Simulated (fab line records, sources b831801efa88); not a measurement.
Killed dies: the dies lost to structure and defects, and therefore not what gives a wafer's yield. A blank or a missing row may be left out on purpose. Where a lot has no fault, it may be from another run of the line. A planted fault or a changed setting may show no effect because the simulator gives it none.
What tool caused it? / flow sky130 / 15 lots, 45 wafers sampled, at 6 steps of a route of 708

WHAT THE GAUGES SHOWED, per wafer
No reading from a measuring or inspecting step in the record can be judged against a usual standard deviation.

TOOL THAT RAN EACH LOT (tool first, then ch and the chambers of the sampled wafers, then the start)
lot=L309; SKY_VIA3_CMP_02=cmp-02 ch 0,1,2, day 38 21:25; SKY_VIA3_ETCH_14=rie-diel-02 ch 0,1,3, day 39 23:10; SKY_VIA3_ETCH_15=rie-diel-02 ch 0,1,3, day 39 23:12; SKY_VIA3_STRIP_16=plasma-asher-03 ch 0,1, day 39 23:16; SKY_METAL4_SPUTTER_00=pvd-sputter-04, day 40 00:33; SKY_METAL4_SPUTTER_01=pvd-sputter-04, day 40 00:35
lot=L310; SKY_VIA3_CMP_02=cmp-01 ch 0,1,2, day 39 05:36; SKY_VIA3_ETCH_14=rie-diel-02 ch 0,1,2, day 40 06:41; SKY_VIA3_ETCH_15=rie-diel-02 ch 0,1,2, day 40 06:44; SKY_VIA3_STRIP_16=plasma-asher-02 ch 0,1, day 40 06:47; SKY_METAL4_SPUTTER_00=pvd-sputter-04, day 40 08:01; SKY_METAL4_SPUTTER_01=pvd-sputter-04, day 40 08:02
lot=L311; SKY_VIA3_CMP_02=cmp-01 ch 0,3, day 39 15:07; SKY_VIA3_ETCH_14=rie-diel-04 ch 2,3, day 40 16:07; SKY_VIA3_ETCH_15=rie-diel-04 ch 2,3, day 40 16:09; SKY_VIA3_STRIP_16=plasma-asher-02 ch 0,1, day 40 16:13; SKY_METAL4_SPUTTER_00=pvd-sputter-04, day 40 17:28; SKY_METAL4_SPUTTER_01=pvd-sputter-04, day 40 17:29
lot=L312; SKY_VIA3_CMP_02=cmp-02 ch 0,1,2, day 40 06:02; SKY_VIA3_ETCH_14=rie-diel-03 ch 0,3, day 41 06:50; SKY_VIA3_ETCH_15=rie-diel-03 ch 0,3, day 41 06:53; SKY_VIA3_STRIP_16=plasma-asher-02 ch 0,1, day 41 06:56; SKY_METAL4_SPUTTER_00=pvd-sputter-02, day 41 08:12; SKY_METAL4_SPUTTER_01=pvd-sputter-02, day 41 08:13
lot=L314; SKY_VIA3_CMP_02=cmp-01 ch 0,2, day 40 17:40; SKY_VIA3_ETCH_14=rie-diel-04 ch 2,3, day 41 18:34; SKY_VIA3_ETCH_15=rie-diel-04 ch 2,3, day 41 18:36; SKY_VIA3_STRIP_16=plasma-asher-03 ch 0,1, day 41 18:40; SKY_METAL4_SPUTTER_00=pvd-sputter-01, day 41 19:55; SKY_METAL4_SPUTTER_01=pvd-sputter-01, day 41 19:56
lot=L315; SKY_VIA3_CMP_02=cmp-02 ch 0,1,3, day 41 07:53; SKY_VIA3_ETCH_14=rie-diel-03 ch 0,2,3, day 42 08:07; SKY_VIA3_ETCH_15=rie-diel-03 ch 0,2,3, day 42 08:10; SKY_VIA3_STRIP_16=plasma-asher-02 ch 0,1, day 42 08:13; SKY_METAL4_SPUTTER_00=pvd-sputter-01, day 42 09:31; SKY_METAL4_SPUTTER_01=pvd-sputter-01, day 42 09:32
lot=L317; SKY_VIA3_CMP_02=cmp-02 ch 0,1, day 41 22:24; SKY_VIA3_ETCH_14=rie-diel-03 ch 0,2,3, day 42 22:28; SKY_VIA3_ETCH_15=rie-diel-03 ch 0,2,3, day 42 22:31; SKY_VIA3_STRIP_16=plasma-asher-04 ch 0,1, day 42 22:34; SKY_METAL4_SPUTTER_00=pvd-sputter-01, day 42 23:50; SKY_METAL4_SPUTTER_01=pvd-sputter-01, day 42 23:52
lot=L318; SKY_VIA3_CMP_02=cmp-02 ch 0,1,3, day 42 01:13; SKY_VIA3_ETCH_14=rie-diel-03 ch 1,3, day 43 01:43; SKY_VIA3_ETCH_15=rie-diel-03 ch 1,3, day 43 01:45; SKY_VIA3_STRIP_16=plasma-asher-04 ch 1, day 43 01:49; SKY_METAL4_SPUTTER_00=pvd-sputter-01, day 43 03:04; SKY_METAL4_SPUTTER_01=pvd-sputter-01, day 43 03:06
lot=L319; SKY_VIA3_CMP_02=cmp-01 ch 0,2,3, day 42 02:19; SKY_VIA3_ETCH_14=rie-diel-02 ch 1,2, day 43 02:40; SKY_VIA3_ETCH_15=rie-diel-02 ch 1,2, day 43 02:43; SKY_VIA3_STRIP_16=plasma-asher-03 ch 0, day 43 02:46; SKY_METAL4_SPUTTER_00=pvd-sputter-04, day 43 04:02; SKY_METAL4_SPUTTER_01=pvd-sputter-04, day 43 04:04
lot=L321; SKY_VIA3_CMP_02=cmp-02 ch 0,2, day 42 22:29; SKY_VIA3_ETCH_14=rie-diel-02 ch 1,3, day 43 21:46; SKY_VIA3_ETCH_15=rie-diel-02 ch 1,3, day 43 21:49; SKY_VIA3_STRIP_16=plasma-asher-03 ch 0,1, day 43 21:52; SKY_METAL4_SPUTTER_00=pvd-sputter-04, day 43 23:08; SKY_METAL4_SPUTTER_01=pvd-sputter-04, day 43 23:09
lot=L324; SKY_VIA3_CMP_02=cmp-02 ch 0,1,2, day 43 08:44; SKY_VIA3_ETCH_14=rie-diel-03 ch 0,1,3, day 44 07:53; SKY_VIA3_ETCH_15=rie-diel-03 ch 0,1,3, day 44 07:56; SKY_VIA3_STRIP_16=plasma-asher-04 ch 0,1, day 44 07:59; SKY_METAL4_SPUTTER_00=pvd-sputter-01, day 44 09:16; SKY_METAL4_SPUTTER_01=pvd-sputter-01, day 44 09:17
lot=L325; SKY_VIA3_CMP_02=cmp-01 ch 0,1,2, day 43 15:44; SKY_VIA3_ETCH_14=rie-diel-02 ch 1,2,3, day 44 15:41; SKY_VIA3_ETCH_15=rie-diel-02 ch 1,2,3, day 44 15:44; SKY_VIA3_STRIP_16=plasma-asher-03 ch 0,1, day 44 15:47; SKY_METAL4_SPUTTER_00=pvd-sputter-01, day 44 17:04; SKY_METAL4_SPUTTER_01=pvd-sputter-01, day 44 17:05
lot=L326; SKY_VIA3_CMP_02=cmp-02 ch 0,1,2, day 44 06:07; SKY_VIA3_ETCH_14=rie-diel-02 ch 1,2,3, day 45 04:37; SKY_VIA3_ETCH_15=rie-diel-02 ch 1,2,3, day 45 04:39; SKY_VIA3_STRIP_16=plasma-asher-03 ch 0,1, day 45 04:43; SKY_METAL4_SPUTTER_00=pvd-sputter-02, day 45 05:59; SKY_METAL4_SPUTTER_01=pvd-sputter-02, day 45 06:00
lot=L329; SKY_VIA3_CMP_02=cmp-02 ch 1,2,3, day 44 19:10; SKY_VIA3_ETCH_14=rie-diel-03 ch 0,2,3, day 45 17:40; SKY_VIA3_ETCH_15=rie-diel-03 ch 0,2,3, day 45 17:43; SKY_VIA3_STRIP_16=plasma-asher-04 ch 0,1, day 45 17:49; SKY_METAL4_SPUTTER_00=pvd-sputter-02, day 45 19:04; SKY_METAL4_SPUTTER_01=pvd-sputter-02, day 45 19:05
lot=L331; SKY_VIA3_CMP_02=cmp-01 ch 0,1,2, day 45 08:53; SKY_VIA3_ETCH_14=rie-diel-03 ch 1,2,3, day 46 07:13; SKY_VIA3_ETCH_15=rie-diel-03 ch 1,2,3, day 46 07:16; SKY_VIA3_STRIP_16=plasma-asher-04 ch 0,1, day 46 07:19; SKY_METAL4_SPUTTER_00=pvd-sputter-01, day 46 08:35; SKY_METAL4_SPUTTER_01=pvd-sputter-01, day 46 08:36
- SKY_VIA3_CMP_02: polishes SiO2.
- SKY_VIA3_ETCH_14: etches BARC in N2/H2, stops on SiO2, time 45.9 s, target depth 60 nm.
- SKY_VIA3_ETCH_15: etches SiO2 in C4F8/O2/Ar, stops on TiN, target depth 507 nm, time 78 s.
- SKY_VIA3_STRIP_16: strips in O2/N2.
- SKY_METAL4_SPUTTER_00: material Ti, target thk 15 nm, time 10 s.
- SKY_METAL4_SPUTTER_01: material TiN, target thk 20 nm, time 16.7 s.

AS READ BY THE TOOLS THEMSELVES (means over the sampled wafers that have a number; for cases with no such wafer, the mark the record gives instead)
SKY_VIA3_CMP_02. Usual: motor-current-A 11.5 A, standard deviation 1.5; slurry-filter-dp-kPa 13.49 kPa, standard deviation 0.13.
lot=L309; tool=cmp-02; motor-current-A (A)=11.3; slurry-filter-dp-kPa (kPa)=13.43; flag=
lot=L310; tool=cmp-01; motor-current-A (A)=12.1; slurry-filter-dp-kPa (kPa)=13.55; flag=
lot=L311; tool=cmp-01; motor-current-A (A)=10.9; slurry-filter-dp-kPa (kPa)=13.52; flag=
lot=L312; tool=cmp-02; motor-current-A (A)=11.1; slurry-filter-dp-kPa (kPa)=13.49; flag=
lot=L314; tool=cmp-01; motor-current-A (A)=13.7; slurry-filter-dp-kPa (kPa)=13.42; flag=
lot=L315; tool=cmp-02; motor-current-A (A)=11.8; slurry-filter-dp-kPa (kPa)=13.50; flag=
lot=L317; tool=cmp-02; motor-current-A (A)=11.5; slurry-filter-dp-kPa (kPa)=13.50; flag=
lot=L318; tool=cmp-02; motor-current-A (A)=12.1; slurry-filter-dp-kPa (kPa)=13.45; flag=
lot=L319; tool=cmp-01; motor-current-A (A)=12.3; slurry-filter-dp-kPa (kPa)=13.55; flag=
lot=L321; tool=cmp-02; motor-current-A (A)=10.8; slurry-filter-dp-kPa (kPa)=13.52; flag=
lot=L324; tool=cmp-02; motor-current-A (A)=10.8; slurry-filter-dp-kPa (kPa)=13.46; flag=
lot=L325; tool=cmp-01; motor-current-A (A)=12.2; slurry-filter-dp-kPa (kPa)=13.34; flag=
lot=L326; tool=cmp-02; motor-current-A (A)=10.8; slurry-filter-dp-kPa (kPa)=13.49; flag=
lot=L329; tool=cmp-02; motor-current-A (A)=11.3; slurry-filter-dp-kPa (kPa)=13.43; flag=
lot=L331; tool=cmp-01; motor-current-A (A)=11.8; slurry-filter-dp-kPa (kPa)=13.55; flag=

SKY_VIA3_ETCH_14. Usual: drypump-motor-current-A 5.5 A, standard deviation 0.43; n2-flow-sccm 100.03 sccm, standard deviation 0.27; oes-product-au 0.854 a.u., standard deviation 0.0045; throttle-valve-pct 13.223 %, standard deviation 0.0097.
lot=L309; tool=rie-diel-02; drypump-motor-current-A (A)=5.8; n2-flow-sccm (sccm)=100.04; oes-product-au (a.u.)=0.854; throttle-valve-pct (%)=13.230; flag=
lot=L310; tool=rie-diel-02; drypump-motor-current-A (A)=5.6; n2-flow-sccm (sccm)=100.14; oes-product-au (a.u.)=0.850; throttle-valve-pct (%)=13.226; flag=
lot=L311; tool=rie-diel-04; drypump-motor-current-A (A)=5.3; n2-flow-sccm (sccm)=99.67; oes-product-au (a.u.)=0.849; throttle-valve-pct (%)=13.216; flag=
lot=L312; tool=rie-diel-03; drypump-motor-current-A (A)=5.7; n2-flow-sccm (sccm)=100.24; oes-product-au (a.u.)=0.848; throttle-valve-pct (%)=13.215; flag=
lot=L314; tool=rie-diel-04; drypump-motor-current-A (A)=5.6; n2-flow-sccm (sccm)=100.17; oes-product-au (a.u.)=0.856; throttle-valve-pct (%)=13.219; flag=
lot=L315; tool=rie-diel-03; drypump-motor-current-A (A)=5.3; n2-flow-sccm (sccm)=99.94; oes-product-au (a.u.)=0.854; throttle-valve-pct (%)=13.216; flag=
lot=L317; tool=rie-diel-03; drypump-motor-current-A (A)=5.3; n2-flow-sccm (sccm)=100.36; oes-product-au (a.u.)=0.856; throttle-valve-pct (%)=13.229; flag=
lot=L318; tool=rie-diel-03; drypump-motor-current-A (A)=5.7; n2-flow-sccm (sccm)=99.70; oes-product-au (a.u.)=0.854; throttle-valve-pct (%)=13.218; flag=
lot=L319; tool=rie-diel-02; drypump-motor-current-A (A)=5.5; n2-flow-sccm (sccm)=99.99; oes-product-au (a.u.)=0.858; throttle-valve-pct (%)=13.228; flag=
lot=L321; tool=rie-diel-02; drypump-motor-current-A (A)=5.8; n2-flow-sccm (sccm)=100.15; oes-product-au (a.u.)=0.821; throttle-valve-pct (%)=13.211; flag=OFF
lot=L324; tool=rie-diel-03; drypump-motor-current-A (A)=5.8; n2-flow-sccm (sccm)=100.08; oes-product-au (a.u.)=0.855; throttle-valve-pct (%)=13.216; flag=
lot=L325; tool=rie-diel-02; drypump-motor-current-A (A)=5.6; n2-flow-sccm (sccm)=99.65; oes-product-au (a.u.)=0.821; throttle-valve-pct (%)=13.218; flag=OFF
lot=L326; tool=rie-diel-02; drypump-motor-current-A (A)=5.6; n2-flow-sccm (sccm)=100.32; oes-product-au (a.u.)=0.827; throttle-valve-pct (%)=13.229; flag=OFF
lot=L329; tool=rie-diel-03; drypump-motor-current-A (A)=5.3; n2-flow-sccm (sccm)=100.06; oes-product-au (a.u.)=0.851; throttle-valve-pct (%)=13.228; flag=
lot=L331; tool=rie-diel-03; drypump-motor-current-A (A)=5.3; n2-flow-sccm (sccm)=99.91; oes-product-au (a.u.)=0.853; throttle-valve-pct (%)=13.220; flag=

SKY_VIA3_ETCH_15. Usual: 0.945 a.u. for oes-product-au, sd 0.0044.
lot=L309; tool=rie-diel-02; oes-product-au (a.u.)=0.946; flag=
lot=L310; tool=rie-diel-02; oes-product-au (a.u.)=0.950; flag=
lot=L311; tool=rie-diel-04; oes-product-au (a.u.)=0.940; flag=
lot=L312; tool=rie-diel-03; oes-product-au (a.u.)=0.946; flag=
lot=L314; tool=rie-diel-04; oes-product-au (a.u.)=0.951; flag=
lot=L315; tool=rie-diel-03; oes-product-au (a.u.)=0.948; flag=
lot=L317; tool=rie-diel-03; oes-product-au (a.u.)=0.947; flag=
lot=L318; tool=rie-diel-03; oes-product-au (a.u.)=0.946; flag=
lot=L319; tool=rie-diel-02; oes-product-au (a.u.)=0.946; flag=
lot=L321; tool=rie-diel-02; oes-product-au (a.u.)=0.563; flag=OFF
lot=L324; tool=rie-diel-03; oes-product-au (a.u.)=0.947; flag=
lot=L325; tool=rie-diel-02; oes-product-au (a.u.)=0.566; flag=OFF
lot=L326; tool=rie-diel-02; oes-product-au (a.u.)=0.565; flag=OFF
lot=L329; tool=rie-diel-03; oes-product-au (a.u.)=0.943; flag=
lot=L331; tool=rie-diel-03; oes-product-au (a.u.)=0.948; flag=

SKY_VIA3_STRIP_16. Usual: drypump-motor-current-A 5.6 A, standard deviation 0.38; n2-flow-sccm 299.9 sccm, standard deviation 0.93; o2-flow-sccm 3001 sccm, standard deviation 8.9; oes-product-au 0.402 a.u., standard deviation 0.0049; strip-time-to-endpoint-s 4.140 s, standard deviation 0.023.
lot=L309; tool=plasma-asher-03; drypump-motor-current-A (A)=5.6; n2-flow-sccm (sccm)=299.9; o2-flow-sccm (sccm)=3006; oes-product-au (a.u.)=0.399; strip-time-to-endpoint-s (s)=4.126; flag=
lot=L310; tool=plasma-asher-02; drypump-motor-current-A (A)=5.6; n2-flow-sccm (sccm)=299.6; o2-flow-sccm (sccm)=3009; oes-product-au (a.u.)=0.406; strip-time-to-endpoint-s (s)=4.141; flag=
lot=L311; tool=plasma-asher-02; drypump-motor-current-A (A)=5.4; n2-flow-sccm (sccm)=301.0; o2-flow-sccm (sccm)=2998; oes-product-au (a.u.)=0.403; strip-time-to-endpoint-s (s)=4.156; flag=
lot=L312; tool=plasma-asher-02; drypump-motor-current-A (A)=5.4; n2-flow-sccm (sccm)=299.8; o2-flow-sccm (sccm)=3004; oes-product-au (a.u.)=0.407; strip-time-to-endpoint-s (s)=4.142; flag=
lot=L314; tool=plasma-asher-03; drypump-motor-current-A (A)=5.7; n2-flow-sccm (sccm)=299.0; o2-flow-sccm (sccm)=2992; oes-product-au (a.u.)=0.401; strip-time-to-endpoint-s (s)=4.153; flag=
lot=L315; tool=plasma-asher-02; drypump-motor-current-A (A)=5.4; n2-flow-sccm (sccm)=300.6; o2-flow-sccm (sccm)=3014; oes-product-au (a.u.)=0.403; strip-time-to-endpoint-s (s)=4.135; flag=
lot=L317; tool=plasma-asher-04; drypump-motor-current-A (A)=5.9; n2-flow-sccm (sccm)=300.0; o2-flow-sccm (sccm)=2994; oes-product-au (a.u.)=0.404; strip-time-to-endpoint-s (s)=4.175; flag=
lot=L318; tool=plasma-asher-04; drypump-motor-current-A (A)=6.3; n2-flow-sccm (sccm)=299.6; o2-flow-sccm (sccm)=3005; oes-product-au (a.u.)=0.407; strip-time-to-endpoint-s (s)=4.157; flag=
lot=L319; tool=plasma-asher-03; drypump-motor-current-A (A)=5.6; n2-flow-sccm (sccm)=300.3; o2-flow-sccm (sccm)=2997; oes-product-au (a.u.)=0.403; strip-time-to-endpoint-s (s)=4.117; flag=
lot=L321; tool=plasma-asher-03; drypump-motor-current-A (A)=5.7; n2-flow-sccm (sccm)=301.2; o2-flow-sccm (sccm)=2996; oes-product-au (a.u.)=0.408; strip-time-to-endpoint-s (s)=4.230; flag=OFF
lot=L324; tool=plasma-asher-04; drypump-motor-current-A (A)=5.4; n2-flow-sccm (sccm)=298.0; o2-flow-sccm (sccm)=3004; oes-product-au (a.u.)=0.404; strip-time-to-endpoint-s (s)=4.143; flag=
lot=L325; tool=plasma-asher-03; drypump-motor-current-A (A)=5.7; n2-flow-sccm (sccm)=300.0; o2-flow-sccm (sccm)=2986; oes-product-au (a.u.)=0.407; strip-time-to-endpoint-s (s)=4.222; flag=OFF
lot=L326; tool=plasma-asher-03; drypump-motor-current-A (A)=5.7; n2-flow-sccm (sccm)=299.6; o2-flow-sccm (sccm)=3008; oes-product-au (a.u.)=0.406; strip-time-to-endpoint-s (s)=4.255; flag=OFF
lot=L329; tool=plasma-asher-04; drypump-motor-current-A (A)=5.5; n2-flow-sccm (sccm)=300.2; o2-flow-sccm (sccm)=2993; oes-product-au (a.u.)=0.399; strip-time-to-endpoint-s (s)=4.152; flag=
lot=L331; tool=plasma-asher-04; drypump-motor-current-A (A)=5.5; n2-flow-sccm (sccm)=299.7; o2-flow-sccm (sccm)=2999; oes-product-au (a.u.)=0.401; strip-time-to-endpoint-s (s)=4.176; flag=

SKY_METAL4_SPUTTER_00. Usual: cathode-dc-power-W 3000.0 W, standard deviation 0.52; throttle-valve-pct 30.6 %, standard deviation 1.2.
lot=L309; tool=pvd-sputter-04; cathode-dc-power-W (W)=3000.2; throttle-valve-pct (%)=30.1; flag=
lot=L310; tool=pvd-sputter-04; cathode-dc-power-W (W)=2999.7; throttle-valve-pct (%)=29.8; flag=
lot=L311; tool=pvd-sputter-04; cathode-dc-power-W (W)=2999.8; throttle-valve-pct (%)=30.2; flag=
lot=L312; tool=pvd-sputter-02; cathode-dc-power-W (W)=3000.0; throttle-valve-pct (%)=32.4; flag=
lot=L314; tool=pvd-sputter-01; cathode-dc-power-W (W)=3000.0; throttle-valve-pct (%)=30.6; flag=
lot=L315; tool=pvd-sputter-01; cathode-dc-power-W (W)=3000.3; throttle-valve-pct (%)=30.8; flag=
lot=L317; tool=pvd-sputter-01; cathode-dc-power-W (W)=2999.9; throttle-valve-pct (%)=30.6; flag=
lot=L318; tool=pvd-sputter-01; cathode-dc-power-W (W)=2999.7; throttle-valve-pct (%)=30.7; flag=
lot=L319; tool=pvd-sputter-04; cathode-dc-power-W (W)=3000.3; throttle-valve-pct (%)=29.4; flag=
lot=L321; tool=pvd-sputter-04; cathode-dc-power-W (W)=2999.9; throttle-valve-pct (%)=30.6; flag=
lot=L324; tool=pvd-sputter-01; cathode-dc-power-W (W)=3000.3; throttle-valve-pct (%)=30.5; flag=
lot=L325; tool=pvd-sputter-01; cathode-dc-power-W (W)=3000.2; throttle-valve-pct (%)=30.6; flag=
lot=L326; tool=pvd-sputter-02; cathode-dc-power-W (W)=3000.0; throttle-valve-pct (%)=33.4; flag=
lot=L329; tool=pvd-sputter-02; cathode-dc-power-W (W)=2999.9; throttle-valve-pct (%)=30.0; flag=
lot=L331; tool=pvd-sputter-01; cathode-dc-power-W (W)=3000.0; throttle-valve-pct (%)=30.6; flag=

SKY_METAL4_SPUTTER_01. Usual: cathode-dc-power-W 6500.0 W, standard deviation 1.2; throttle-valve-pct 30.6 %, standard deviation 1.2.
lot=L309; tool=pvd-sputter-04; cathode-dc-power-W (W)=6500.3; throttle-valve-pct (%)=30.1; flag=
lot=L310; tool=pvd-sputter-04; cathode-dc-power-W (W)=6500.5; throttle-valve-pct (%)=29.6; flag=
lot=L311; tool=pvd-sputter-04; cathode-dc-power-W (W)=6500.2; throttle-valve-pct (%)=30.1; flag=
lot=L312; tool=pvd-sputter-02; cathode-dc-power-W (W)=6499.0; throttle-valve-pct (%)=32.2; flag=
lot=L314; tool=pvd-sputter-01; cathode-dc-power-W (W)=6500.4; throttle-valve-pct (%)=30.7; flag=
lot=L315; tool=pvd-sputter-01; cathode-dc-power-W (W)=6499.9; throttle-valve-pct (%)=30.7; flag=
lot=L317; tool=pvd-sputter-01; cathode-dc-power-W (W)=6500.0; throttle-valve-pct (%)=30.7; flag=
lot=L318; tool=pvd-sputter-01; cathode-dc-power-W (W)=6499.1; throttle-valve-pct (%)=30.8; flag=
lot=L319; tool=pvd-sputter-04; cathode-dc-power-W (W)=6499.2; throttle-valve-pct (%)=29.6; flag=
lot=L321; tool=pvd-sputter-04; cathode-dc-power-W (W)=6499.4; throttle-valve-pct (%)=30.3; flag=
lot=L324; tool=pvd-sputter-01; cathode-dc-power-W (W)=6499.5; throttle-valve-pct (%)=30.6; flag=
lot=L325; tool=pvd-sputter-01; cathode-dc-power-W (W)=6501.7; throttle-valve-pct (%)=30.8; flag=
lot=L326; tool=pvd-sputter-02; cathode-dc-power-W (W)=6500.2; throttle-valve-pct (%)=33.5; flag=
lot=L329; tool=pvd-sputter-02; cathode-dc-power-W (W)=6500.5; throttle-valve-pct (%)=29.9; flag=
lot=L331; tool=pvd-sputter-01; cathode-dc-power-W (W)=6500.1; throttle-valve-pct (%)=30.6; flag=

THE ANSWER, worked out from the rows above alone
Rule: a lot counts as off when the mean over its wafers that have a number is more than 3 standard deviations away from the usual mean. Also off: a lot with no number at a reading for which 4 or more lots have one. Any other lot the step has rows for is counted as sound. Order of review: gauges by route order, followed by the tools' own readings, for which a lot's mean as printed above is used. The first step at which some lot is off is used, and at that step the reading that is off furthest; a lot without a number counts as furthest.
Off: L321, L325, L326 (SKY_VIA3_ETCH_14, oes-product-au).
A tool fits if, at that step or a process step before it, it ran every lot that is off, and no sound lot after the first of them. One candidate fits, namely rie-diel-02 at SKY_VIA3_ETCH_14. Its last sound lot is L319 (day 43 02:40), its first lot that is off L321 (day 43 21:46): a fault that began between those two fits.
The tool's own readings at SKY_VIA3_ETCH_14 bear it out: on the lots that are off they differ by more than 5 times the standard deviation of the sound lots' means. oes-product-au reads 0.823 a.u. there against 0.853 a.u. on the sound lots.

WHAT WAS PUT IN BY THE SIMULATOR
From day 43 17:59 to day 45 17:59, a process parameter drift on rie-diel-02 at SKY_VIA3_ETCH_14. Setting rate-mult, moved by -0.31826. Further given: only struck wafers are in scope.
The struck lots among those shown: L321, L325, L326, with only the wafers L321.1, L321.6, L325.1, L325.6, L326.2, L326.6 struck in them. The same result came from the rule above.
